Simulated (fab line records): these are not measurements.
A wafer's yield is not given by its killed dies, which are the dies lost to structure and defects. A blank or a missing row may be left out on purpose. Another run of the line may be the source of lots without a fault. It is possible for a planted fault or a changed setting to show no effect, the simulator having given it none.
Problem report, 8D (eight disciplines) form, completed by code :: flow gf180mcu :: the parts of the form that need people (team, actions taken, sign-off) are left out

## 1. PROBLEM STATEMENT
At GF_V2_PEB_12, heater-power-total-W averages 86.66 W over 3 wafers from 2 lots, while fault-free wafers read 85.70 W, standard deviation 0.084. That puts it +11 standard deviations away from the usual mean.
The step: peb time 90 s.
Seen first at day 26 03:40 on litho-track-03, wafer L778.6. Wafers with a number at this step in the record: 40, from 14 lots. Rule for "out", or "out of limits": more than 4 standard deviations from the usual mean. The rest of the wafers with a number are treated as sound.

## 2. WHAT IT IS AND WHAT IT IS NOT
question: which readings at this step
is: heater-power-total-W
is not: -

question: which lots
is: L778, L780
is not: L761, L762, L763, L764, L765, L767, L768, L770, L771, L781, L782, L783

question: which wafers of those lots
is: L778.6, L780.5, L780.6
is not: L778.2

question: read on which tools
is: litho-track-03
is not: litho-track-02, litho-track-04

question: when
is: from day 26 03:40
is not: up to then (28 sound wafers); but 9 sound wafers of L781, L782, L783 came after

## 3. THE SUSPECTS, EACH WITH WHAT RULES IT OUT
Counting: any tool at a process step up to the reading remains a suspect provided it ran every lot that is out. Sound lots after the first of them don't rule it out here, since some wafers of a struck lot are sound.
- cmp-01 at GF_V2_CMP_04 (polishes SiO2): kept. It processed each lot that is out (first: L778, day 25 06:45); up to then, its last sound lot is L771 (day 23 02:06).
- litho-track-03 at GF_V2_PEB_12 (peb time 90 s): kept. It processed each lot that is out (first: L778, day 26 03:40); up to then, its last sound lot is L768 (day 23 01:04). Its own readings are out on those wafers: heater-power-total-W.
- Within cmp-01 at GF_V2_CMP_04: the wafers that are out ran in chambers 0, 1, 3; their sound lot-mates ran in chamber 2.
Remaining after the count are cmp-01 at GF_V2_CMP_04 and litho-track-03 at GF_V2_PEB_12.

## 4. THE CAUSE (what the simulator had put in)
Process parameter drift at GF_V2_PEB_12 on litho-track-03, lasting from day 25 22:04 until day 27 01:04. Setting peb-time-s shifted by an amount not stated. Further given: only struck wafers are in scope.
Of the 2 suspects that counting leaves, this tool is one.

## 5. THE CHAIN OF EFFECTS, in route order
One row per reading whose mean, taken over the struck wafers that have a number, lies over 3 standard deviations from the usual. Only readings whose record carries a usual standard deviation are examined. hours: median over the lots of the time between each lot's start at the first step of this table that gives one and its start at this step. sigmas: the change, counted in usual standard deviations.
hours: 0
step: GF_V2_PEB_12
reading: heater-power-total-W
usual: 85.70 W
on struck wafers: 86.66
change: +0.96
sigmas: +11

hours: 180
step: GF_PASSIVATION_PROBE_99
reading: killed-at-other
usual: 0.0
on struck wafers: 1.0
change: +1.0
sigmas: +4.5
The process steps in it:
- GF_V2_PEB_12: peb time 90 s.
- GF_PASSIVATION_PROBE_99
At these later measuring or inspecting steps, every struck wafer for which the step has a row has a number for every such reading, and none has moved that far: GF_V2_OVL_MEAS_15.

## 6. WHAT WOULD HAVE CAUGHT IT SOONER
In this record no reading fell out of limits until day 26 03:40, 6 hours after the fault had begun at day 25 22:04.
